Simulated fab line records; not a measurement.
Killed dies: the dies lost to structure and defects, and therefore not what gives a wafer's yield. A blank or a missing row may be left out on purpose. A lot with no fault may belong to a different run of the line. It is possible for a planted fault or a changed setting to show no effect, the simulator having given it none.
A struck lot beside a sound one | flow sky130 | 15 out of 708 route steps
Sound: the wafers L571.1, L571.4, L571.5. Wafers L578.1, L578.3, L578.6 were the ones struck. The cause is named last.
Each step with rows lists, per side, the tool, then ch with its chambers, then its first start. Under that, the readings that differ: sound wafers | struck wafers | difference of the means | sigmas: that difference in standard deviations of wafers without a fault.
alike: same words and numbers on both sides, and readings whose means sit less than 2 such deviations apart. not compared: any withheld reading, any reading some wafer has no value for, any bound like >300 that may hide the same value, and any number with overlapping values for which the record gives no deviation.
The two part at a step that has a row with sigmas, a row that says differs or no value, or rows on one side only. Numbers that don't overlap but have no deviation are shown without sigmas and don't part them. A reading that every wafer of one side lacks parts them only if that side has two wafers or more.

SKY_POLY_GATE_ETCH_17: etches poly-Si in HBr/Cl2, stops on SiO2, target depth 180 nm, time 70.5 s.
  sound on rie si-01 ch 1,3, day 16 16:34; struck on rie si-02 ch 0,2, day 20 06:25
  alike: chamber pressure mTorr, drypump motor current A, oes product au, throttle valve pct
  not compared: rf hours counter h
SKY_POLY_GATE_STRIP_18: strips in O2/N2.
  sound on plasma asher-04 ch 1, day 16 16:38; struck on plasma asher-04 ch 0,1, day 20 06:29
  alike: chamber pressure mTorr, drypump motor current A, oes product au, strip time to endpoint s
  not compared: rf hours counter h
then, 2 steps without rows for these wafers: SKY_POLY_GATE_CLEAN_19 (cleans in SC1/SC2, time 150 s); SKY_POLY_GATE_OXIDATION_20 (stabilise 600 s, purge 300 s, target thk 4 nm).
SKY_POLY_GATE_THK_MEAS_21:
  struck on film metro-04, day 20 08:13; sound on film metro-02, day 16 18:49
  alike: POLY_GATE_OXIDATION_THK
SKY_POLY_GATE_CD_MEAS_22:
  struck on cd sem-02, day 20 08:16; sound on cd sem-01, day 16 18:53
  reading    | sound       | struck      | difference | sigmas
  cd nm (nm) | 150 148 148 | 158 155 153 | +7         | +2
then, 6 steps without rows for these wafers: SKY_LDD_N_DEHYDRATE_00 (time 60 s); SKY_LDD_N_HMDS_01 (prime time 60 s); SKY_LDD_N_COAT_02 (resist thk 300 nm); SKY_LDD_N_SOFTBAKE_03 (time 60 s); SKY_LDD_N_EXPOSE_04 (exposes mask NTM, target cd 840 nm); SKY_LDD_N_PEB_05.
SKY_LDD_N_DEVELOP_06: develop time 60 s.
  sound on litho track-04 ch 0, day 17 23:29; struck on litho track-04 ch 0, day 21 15:11
  reading              | sound             | struck            | difference | sigmas
  developer temp C (C) | 23.08 23.06 22.98 | 22.02 22.14 22.07 | -0.96      | -10
SKY_LDD_N_OVL_MEAS_07:
  struck on overlay-01, day 21 15:20; sound on overlay-02, day 17 23:38
  reading        | sound       | struck         | difference | sigmas
  LDD_N_OVL (nm) | 1.8 0.2 2.0 | -1.5 -1.5 -1.8 | -2.9       | -2
-- here the record skips 27 days between the struck wafers' starts before and after, leaving off in module LDD_N and picking up in module PAD_OPEN (first step shown: number 708 of the route) --
SKY_PAD_OPEN_PROBE_99:
  struck on prober-01, day 48 11:13; sound on prober-01, day 45 22:06
  alike: killed_at_M0_to_M3, killed_at_M4_up, killed at contacts, killed at front end, killed at other, killed dies, killed open, killed short

## WHERE THEY PART
Earliest at SKY_POLY_GATE_CD_MEAS_22; latest, in this record, at SKY_LDD_N_OVL_MEAS_07. Later steps at which nothing parts them and some readings are alike: SKY_PAD_OPEN_PROBE_99.

WHY: what had been put in by the simulator
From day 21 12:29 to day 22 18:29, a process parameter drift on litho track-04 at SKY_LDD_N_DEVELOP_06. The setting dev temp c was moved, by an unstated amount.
